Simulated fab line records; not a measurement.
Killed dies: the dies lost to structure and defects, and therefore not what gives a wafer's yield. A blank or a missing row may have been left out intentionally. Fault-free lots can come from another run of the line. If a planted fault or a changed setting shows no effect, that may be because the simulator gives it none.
Matching of chambers :: flow gf180mcu :: GF_V1_CMP_04 on cmp-01: 4 sister chambers
The step polishes SiO2. 16 wafers are shown with their chamber, then 7 later ones without.

WAFERS, EACH WITH ITS CHAMBER
wafer: L980.3
chamber: 2
motor_current_A (A): 10.8
slurry_filter_dp_kPa (kPa): 13.52
head_pressure_psi (psi): 3.993

wafer: L980.5
chamber: 1
motor_current_A (A): 11.4
slurry_filter_dp_kPa (kPa): 13.54
head_pressure_psi (psi): 3.995

wafer: L980.6
chamber: 2
motor_current_A (A): 10.9
slurry_filter_dp_kPa (kPa): 13.51
head_pressure_psi (psi): 3.997

wafer: L983.1
chamber: 3
motor_current_A (A): 14.8
slurry_filter_dp_kPa (kPa): 13.55
head_pressure_psi (psi): 3.998

wafer: L983.4
chamber: 1
motor_current_A (A): 11.1
slurry_filter_dp_kPa (kPa): 13.51
head_pressure_psi (psi): 3.995

wafer: L983.6
chamber: 1
motor_current_A (A): 10.6
slurry_filter_dp_kPa (kPa): 13.42
head_pressure_psi (psi): 4.006

wafer: L985.1
chamber: 3
motor_current_A (A): 14.2
slurry_filter_dp_kPa (kPa): 13.35
head_pressure_psi (psi): 4.013

wafer: L985.5
chamber: 0
motor_current_A (A): 11.6
slurry_filter_dp_kPa (kPa): 13.15
head_pressure_psi (psi): 3.985

wafer: L985.6
chamber: 1
motor_current_A (A): 11.9
slurry_filter_dp_kPa (kPa): 13.62
head_pressure_psi (psi): 4.013

wafer: L989.3
chamber: 1
motor_current_A (A): 11.4
slurry_filter_dp_kPa (kPa): 13.47
head_pressure_psi (psi): 4.007

wafer: L989.5
chamber: 2
motor_current_A (A): 11.3
slurry_filter_dp_kPa (kPa): 13.44
head_pressure_psi (psi): 3.996

wafer: L989.6
chamber: 1
motor_current_A (A): 11.1
slurry_filter_dp_kPa (kPa): 13.41
head_pressure_psi (psi): 4.015

wafer: L990.1
chamber: 3
motor_current_A (A): 14.6
slurry_filter_dp_kPa (kPa): 13.66
head_pressure_psi (psi): 3.993

wafer: L990.3
chamber: 1
motor_current_A (A): 10.6
slurry_filter_dp_kPa (kPa): 13.52
head_pressure_psi (psi): 3.998

wafer: L990.5
chamber: 2
motor_current_A (A): 11.2
slurry_filter_dp_kPa (kPa): 13.43
head_pressure_psi (psi): 4.003

wafer: L994.2
chamber: 2
motor_current_A (A): 11.6
slurry_filter_dp_kPa (kPa): 13.52
head_pressure_psi (psi): 3.980

SIGNATURES (means of the wafers above)
reading: motor_current_A
chamber 0: 11.600
chamber 1: 11.157
chamber 2: 11.160
chamber 3: 14.533
scatter within a chamber: 0.397

reading: slurry_filter_dp_kPa
chamber 0: 13.1500
chamber 1: 13.4986
chamber 2: 13.4840
chamber 3: 13.5200
scatter within a chamber: 0.0863

reading: head_pressure_psi
chamber 0: 3.98500
chamber 1: 4.00414
chamber 2: 3.99380
chamber 3: 4.00133
scatter within a chamber: 0.00876
Rule: a wafer's distance from a chamber is the root of the sum, over the readings, of the square of ((its reading less the chamber's mean) divided by the reading's scatter). If the next closest chamber is less than 2 further off than the closest, the wafer can't be placed; otherwise it belongs to the closest. The scatter: the root of (the sum of the squares of (reading less its chamber's mean) over the shown wafers, divided by (wafers less chambers)).

WAFERS WITH NO CHAMBER GIVEN
wafer: L994.4
motor_current_A (A): 10.8
slurry_filter_dp_kPa (kPa): 13.52
head_pressure_psi (psi): 3.990

wafer: L102.4
motor_current_A (A): 14.4
slurry_filter_dp_kPa (kPa): 13.76
head_pressure_psi (psi): 4.001

wafer: L102.5
motor_current_A (A): 11.3
slurry_filter_dp_kPa (kPa): 13.82
head_pressure_psi (psi): 4.010

wafer: L102.6
motor_current_A (A): 11.4
slurry_filter_dp_kPa (kPa): 13.36
head_pressure_psi (psi): 4.004

wafer: L103.2
motor_current_A (A): 11.2
slurry_filter_dp_kPa (kPa): 13.21
head_pressure_psi (psi): 4.001

wafer: L103.5
motor_current_A (A): 14.7
slurry_filter_dp_kPa (kPa): 13.35
head_pressure_psi (psi): 4.001

wafer: L103.6
motor_current_A (A): 11.4
slurry_filter_dp_kPa (kPa): 13.51
head_pressure_psi (psi): 3.998

EACH ONE'S CHAMBER
wafer: L994.4
from the rows above: can't be placed: 2 or 1
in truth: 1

wafer: L102.4
from the rows above: 3
in truth: 3

wafer: L102.5
from the rows above: can't be placed: 1 or 2
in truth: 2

wafer: L102.6
from the rows above: can't be placed: 1 or 2 or 0
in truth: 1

wafer: L103.2
from the rows above: can't be placed: 0 or 2 or 1
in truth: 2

wafer: L103.5
from the rows above: 3
in truth: 3

wafer: L103.6
from the rows above: can't be placed: 2 or 1
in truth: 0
Correctly placed: 2 of 7. These rows do not allow placing 5 (true chamber among the candidates in 4). Number placed wrongly: 0.
